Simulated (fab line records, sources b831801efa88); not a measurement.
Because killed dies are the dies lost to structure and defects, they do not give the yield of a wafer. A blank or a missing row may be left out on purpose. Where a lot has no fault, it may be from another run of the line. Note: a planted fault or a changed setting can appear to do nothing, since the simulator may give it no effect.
Struck lot and sound lot, side by side	flow gf180mcu	28 steps out of a route of 602
Sound: wafers L212.1, L212.3, L212.6. Wafers L208.3, L208.4, L208.5 were the ones struck. The cause comes at the end.
For every step that has rows: the tool of each side, followed by ch and its chambers, followed by its first start. Under that, the readings that differ: sound wafers	struck wafers	difference of the means	sigmas: that difference in standard deviations of wafers without a fault.
alike: readings whose means differ by less than 2 such deviations, and words and numbers that are the same on both sides. not compared: withheld readings, readings that some wafer has no value for, bounds like >300 that may hide the same value, and numbers for which the record gives no deviation and whose values overlap.
A row with sigmas, a row that says differs or no value, or rows on one side alone: a step with any of these is where the two part. When numbers do not overlap yet have no deviation, they are printed without sigmas and do not part them. A reading missing from all wafers of one side parts the sides only when that side holds two or more wafers.

GF_V5_OVL_MEAS_15:
  sound: overlay-02 at day 30 13:16; struck: overlay-02 at day 29 13:09
reading	sound	struck	difference	sigmas
V5_OVL (nm)	-11 -11 -10	3 4 4	+14	+2
then, 5 steps without rows for these wafers: GF_V5_ETCH_16 (etches BARC in N2/H2); GF_V5_ETCH_17 (etches SiO2 in C4F8/O2/Ar, stops on TiN, target depth 855 nm); GF_V5_STRIP_18 (strips in O2/N2); GF_V5_STRIP_19 (strips in post etch residue remover, time 1200 s); GF_V5_CLEAN_20 (cleans in DIW).
GF_V5_SPUTTER_21: material Ti, target thk 15 nm, time 80.02 s.
  sound: pvd-sputter-04 at day 30 13:59; struck: pvd-sputter-04 at day 29 13:52
reading	sound	struck	difference	sigmas
chamber-pressure-pa (Pa)	4.998 4.980 4.990	5.003 5.009 5.024	+0.023	+2
  alike: cathode-dc-power-W, throttle-valve-pct
then, 2 steps without rows for these wafers: GF_V5_SPUTTER_22 (material TiN, target thk 10 nm, time 40 s); GF_V5_CVD_23 (deposits W, target thk 350 nm, time 104.9 s).
GF_V5_RS_MEAS_24: measures by four-point-probe.
  sound: film-metro-01 at day 30 14:12; struck: film-metro-01 at day 29 14:07
reading	sound	struck	difference	sigmas
V5_W_RS (ohm/sq)	0.324 0.324 0.327	0.335 0.336 0.335	+0.010	+3
GF_V5_THK_MEAS_25: measures by xrf.
  sound: film-metro-01 at day 30 14:19; struck: film-metro-01 at day 29 14:13
reading	sound	struck	difference	sigmas
V5_W_THK (nm)	348 352 348	337 337 338	-12	-2
then, 1 step without rows for these wafers: GF_V5_CMP_26 (polishes, stops on SiO2, t overpolish 15 s, target thk 0 nm).
GF_TOP_METAL_SPUTTER_00: material Ti, target thk 37.5 nm, time 150 s.
  sound: pvd-sputter-03 at day 30 14:41; struck: pvd-sputter-04 at day 29 14:33
  no value came back on the struck wafers for cathode-dc-power-W (W), chamber-pressure-pa (Pa), throttle-valve-pct (%); on the sound wafers cathode-dc-power-W (W) reads 3999.3 3999.5 4000.1
GF_TOP_METAL_SPUTTER_01: material TiN, target thk 30 nm, time 25 s.
  sound: pvd-sputter-03 at day 30 14:47; struck: pvd-sputter-04 at day 29 14:39
  alike: cathode-dc-power-W, chamber-pressure-pa, throttle-valve-pct
GF_TOP_METAL_SPUTTER_02: material AlCu, target thk 900 nm, time 47.82 s.
  sound: pvd-sputter-03 at day 30 14:49; struck: pvd-sputter-04 at day 29 14:41
  alike: cathode-dc-power-W, chamber-pressure-pa, throttle-valve-pct
GF_TOP_METAL_SPUTTER_03: material Ti, target thk 5 nm, time 3.3 s.
  sound: pvd-sputter-03 at day 30 14:51; struck: pvd-sputter-04 at day 29 14:44
  alike: cathode-dc-power-W, chamber-pressure-pa, throttle-valve-pct
then, 8 steps without rows for these wafers: GF_TOP_METAL_SPUTTER_04 (material TiN, target thk 25 nm, time 20.8 s); GF_TOP_METAL_DEHYDRATE_07 (time 60 s); GF_TOP_METAL_HMDS_08 (prime time 60 s); GF_TOP_METAL_COAT_09 (resist thk 1500 nm); GF_TOP_METAL_SOFTBAKE_10 (time 60 s); GF_TOP_METAL_EXPOSE_11 (exposes mask MetalTop, target cd 440 nm); GF_TOP_METAL_PEB_12; GF_TOP_METAL_DEVELOP_13 (develop time 60 s).
GF_TOP_METAL_CD_MEAS_14: the cd target is 440 nm.
  sound: cd-sem-02 at day 31 08:22; struck: cd-sem-02 at day 30 09:55
  alike: cd-nm
GF_TOP_METAL_OVL_MEAS_15:
  sound: overlay-01 at day 31 08:29; struck: overlay-01 at day 30 10:00
reading	sound	struck	difference	sigmas
TOP_METAL_OVL (nm)	3.4 2.7 3.1	-1.4 -0.6 -1.3	-4.2	-3
GF_TOP_METAL_METAL_ETCH_16: etches the open film in Cl2/BCl3, stops on SiO2, target depth 1077.5 nm, time 179.6 s.
  sound on rie-metal-02 ch 0, day 31 08:31; struck on rie-metal-02 ch 0,1, day 30 10:05
reading	sound	struck	difference	sigmas
oes-product-au (a.u.)	0.966 0.967 0.979	0.948 0.950 0.963	-0.017	-2
  alike: drypump-motor-current-A, throttle-valve-pct
  not compared: rf-hours-counter-h
GF_TOP_METAL_STRIP_17: strips in O2/N2.
  sound on plasma-asher-01 ch 0, day 31 08:52; struck on plasma-asher-04 ch 0,1, day 30 10:14
  alike: drypump-motor-current-A, heater-power-w, n2-flow-sccm, oes-product-au, strip-time-to-endpoint-s
  not compared: rf-hours-counter-h

== WHERE THEY PART ==
First at GF_V5_OVL_MEAS_15; last, within this record, at GF_TOP_METAL_METAL_ETCH_16. Later steps at which nothing parts them and some readings are alike: GF_TOP_METAL_STRIP_17.

WHY: what had been put in by the simulator
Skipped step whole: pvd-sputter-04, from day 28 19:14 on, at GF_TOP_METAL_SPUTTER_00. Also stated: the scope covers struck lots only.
